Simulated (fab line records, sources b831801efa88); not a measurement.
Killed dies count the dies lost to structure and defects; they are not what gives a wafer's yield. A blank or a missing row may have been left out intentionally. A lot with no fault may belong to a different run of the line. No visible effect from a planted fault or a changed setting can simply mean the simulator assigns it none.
Which of the tools did it?	flow sky130	14 lots, 42 wafers sampled, at 5 steps of a route of 708

== WHAT THE GAUGES READ, wafer by wafer ==
SKY_FIELD_ISO_THK_MEAS_23.
lot	measured	on	FIELD_ISO_OXIDATION_01_THK (nm)
L707	day 2 09:06	film_metro-02	9.85 9.87 9.92
L708	day 2 11:40	film_metro-02	9.71 9.75 9.79
L709	day 2 19:57	film_metro-01	9.72 9.74 9.96
L710	day 3 01:42	film_metro-02	10.03 10.02 10.07
L711	day 3 06:17	film_metro-02	9.89 9.82 9.96
L714	day 3 21:26	film_metro-02	10.22 10.15 10.10
L715	day 4 03:02	film_metro-01	10.30 10.24 10.05
L723	day 5 19:11	film_metro-01	9.96 10.04 9.76
L725	day 6 12:17	film_metro-03	10.28 10.22 10.06
L724	day 6 13:27	film_metro-03	10.16 10.17 10.27
L726	day 6 13:27	film_metro-01	10.11 10.20 10.10
L727	day 6 18:38	film_metro-02	9.75 9.99 9.86
L729	day 7 03:08	film_metro-02	10.35 10.39 10.39
L730	day 7 08:36	film_metro-01	9.48 9.62 9.62

SKY_VT_ADJUST_LVTN_OVL_MEAS_07.
lot	measured	on	VT_ADJUST_LVTN_OVL (nm)
L707	day 6 22:12	overlay-02	1.2 0.0 -1.2
L708	day 7 01:03	overlay-01	-0.1 1.1 2.3
L709	day 7 12:49	overlay-01	1.8 1.4 2.3
L710	day 7 19:18	overlay-02	2.5 2.3 2.7
L711	day 8 00:34	overlay-01	2.1 2.8 3.5
L714	day 8 20:07	overlay-01	1.2 0.3 4.3
L715	day 9 02:53	overlay-01	2.8 1.1 0.4
L723	day 11 07:21	overlay-01	1.4 3.5 1.2
L725	day 12 04:06	overlay-02	3.2 2.5 0.3
L724	day 12 03:19	overlay-01	0.7 1.8 0.8
L726	day 12 07:07	overlay-02	-1.1 -0.8 1.3
L727	day 12 11:46	overlay-01	-0.3 2.0 -0.5
L729	day 12 22:30	overlay-02	1.6 -0.1 0.2
L730	day 13 07:20	overlay-01	1.8 -0.5 -0.1

SKY_VT_ADJUST_LVTN_TW_MEAS_10.
lot	measured	on	VT_ADJUST_LVTN_TW
L707	day 6 22:29	film_metro-01	246 245 248
L708	day 7 01:20	film_metro-04	238 237 237
L709	day 7 13:06	film_metro-03	245 245 245
L710	day 7 19:35	film_metro-03	244 244 245
L711	day 8 00:51	film_metro-03	243 243 242
L714	day 8 20:24	film_metro-01	248 248 249
L715	day 9 03:10	film_metro-03	242 243 243
L723	day 11 07:38	film_metro-04	30 29 29
L725	day 12 04:23	film_metro-01	246 247 247
L724	day 12 03:37	film_metro-04	30 30 30
L726	day 12 07:25	film_metro-01	248 247 246
L727	day 12 12:04	film_metro-03	242 242 242
L729	day 12 22:47	film_metro-01	248 246 247
L730	day 13 07:37	film_metro-04	239 237 238

== WHICH TOOL RAN EACH LOT (tool, then ch and the chambers of the sampled wafers, then the start) ==
lot	SKY_VT_ADJUST_HVTP_STRIP_10	SKY_VT_ADJUST_LVTN_STRIP_09
L707	plasma_asher-04 ch 0,1, day 6 03:02	plasma_asher-04 ch 0,1, day 6 22:23
L708	plasma_asher-04 ch 0,1, day 6 06:23	plasma_asher-04 ch 0,1, day 7 01:14
L709	plasma_asher-04 ch 0,1, day 6 17:26	plasma_asher-01 ch 0,1, day 7 13:00
L710	plasma_asher-02 ch 1, day 6 23:28	plasma_asher-01 ch 0,1, day 7 19:29
L711	plasma_asher-03 ch 0,1, day 7 04:59	plasma_asher-04 ch 0,1, day 8 00:46
L714	plasma_asher-03 ch 0,1, day 7 23:57	plasma_asher-04 ch 0,1, day 8 20:19
L715	plasma_asher-02 ch 1, day 8 06:32	plasma_asher-03 ch 0,1, day 9 03:04
L723	plasma_asher-02 ch 0,1, day 10 08:10	plasma_asher-04 ch 0,1, day 11 07:32
L725	plasma_asher-03 ch 0,1, day 11 04:20	plasma_asher-01 ch 0,1, day 12 04:17
L724	plasma_asher-02 ch 1, day 11 03:59	plasma_asher-01 ch 0,1, day 12 03:30
L726	plasma_asher-02 ch 0,1, day 11 06:35	plasma_asher-03 ch 0,1, day 12 07:18
L727	plasma_asher-03 ch 0,1, day 11 11:26	plasma_asher-04 ch 0,1, day 12 11:57
L729	plasma_asher-04 ch 0,1, day 11 21:59	plasma_asher-01 ch 0,1, day 12 22:41
L730	plasma_asher-02 ch 0,1, day 12 06:14	plasma_asher-01 ch 0,1, day 13 07:31
- SKY_VT_ADJUST_HVTP_STRIP_10: strips in O2/N2.
- SKY_VT_ADJUST_LVTN_STRIP_09: strips in O2/N2.

== AS READ BY THE TOOLS THEMSELVES (means over the sampled wafers that have a number; for cases with no such wafer, the mark the record gives instead) ==
SKY_VT_ADJUST_HVTP_STRIP_10.
lot	tool	chamber_pressure_mTorr (mTorr)	drypump_motor_current_A (A)	oes_product_au (a.u.)	strip_time_to_endpoint_s (s)
L707	plasma_asher-04	1500.9	5.3	0.716	14.20
L708	plasma_asher-04	1499.8	5.5	0.715	14.18
L709	plasma_asher-04	1500.4	5.3	0.712	14.15
L710	plasma_asher-02	1498.7	5.5	0.716	14.15
L711	plasma_asher-03	1499.4	6.0	0.716	14.15
L714	plasma_asher-03	1500.1	5.5	0.712	14.17
L715	plasma_asher-02	1500.9	5.5	0.718	14.21
L723	plasma_asher-02	-	-	-	-
L725	plasma_asher-03	1501.0	6.0	0.713	14.26
L724	plasma_asher-02	-	-	-	-
L726	plasma_asher-02	1498.9	5.6	0.718	14.20
L727	plasma_asher-03	1500.7	5.5	0.715	14.21
L729	plasma_asher-04	1499.5	5.5	0.713	14.18
L730	plasma_asher-02	1500.6	5.5	0.716	14.24

SKY_VT_ADJUST_LVTN_STRIP_09.
lot	tool	chamber_pressure_mTorr (mTorr)	drypump_motor_current_A (A)	oes_product_au (a.u.)	strip_time_to_endpoint_s (s)
L707	plasma_asher-04	1500.7	5.5	0.720	36.96
L708	plasma_asher-04	1499.9	5.5	0.721	36.76
L709	plasma_asher-01	1501.4	5.6	0.719	37.03
L710	plasma_asher-01	1500.1	5.6	0.722	36.95
L711	plasma_asher-04	1500.4	5.5	0.724	36.81
L714	plasma_asher-04	1499.4	5.6	0.723	36.83
L715	plasma_asher-03	1500.4	5.5	0.716	36.80
L723	plasma_asher-04	1501.7	5.5	0.729	53.84
L725	plasma_asher-01	1498.9	5.7	0.722	36.82
L724	plasma_asher-01	1500.1	5.7	0.727	54.02
L726	plasma_asher-03	1501.2	6.0	0.719	37.06
L727	plasma_asher-04	1500.4	5.3	0.720	37.14
L729	plasma_asher-01	1498.7	5.7	0.719	37.00
L730	plasma_asher-01	1499.7	5.6	0.721	37.12

== THE ANSWER, worked out from the rows above alone ==
Rule: the lots themselves supply what counts as usual. The widest of any qualifying gaps counts: lots, ordered by their means at a reading, are off when they make up no more than a third of the lots, leave a main group of 4 or more, and stand apart from it by 3 or more times the standard deviation of that group's means. A main group is skipped when, at the precision printed for the reading in the tables above, its means are all equal. A lot without any number at a reading at which 4 lots or more have one is off too. The other lots that the step has rows for count as sound. Order of review: gauges by route order, followed by the tools' own readings, for which a lot's mean as printed above is used. The first step at which some lot is off is used, and at that step the reading that is off furthest; a lot without a number counts as furthest.
Off: L723, L724, seen at SKY_VT_ADJUST_LVTN_TW_MEAS_10 (VT_ADJUST_LVTN_TW). For the main group the mean is 244 and the standard deviation 3.4.
A tool fits if, at a process step before that reading, it ran every lot that is off, and no sound lot after the first of them. The gauges at SKY_VT_ADJUST_LVTN_TW_MEAS_10 aren't tried: what is off there is off at SKY_VT_ADJUST_HVTP_STRIP_10 too, on other tools, and a gauge's error can't cause that. None of those tried fits.

== WHAT HAD BEEN PUT IN BY THE SIMULATOR ==
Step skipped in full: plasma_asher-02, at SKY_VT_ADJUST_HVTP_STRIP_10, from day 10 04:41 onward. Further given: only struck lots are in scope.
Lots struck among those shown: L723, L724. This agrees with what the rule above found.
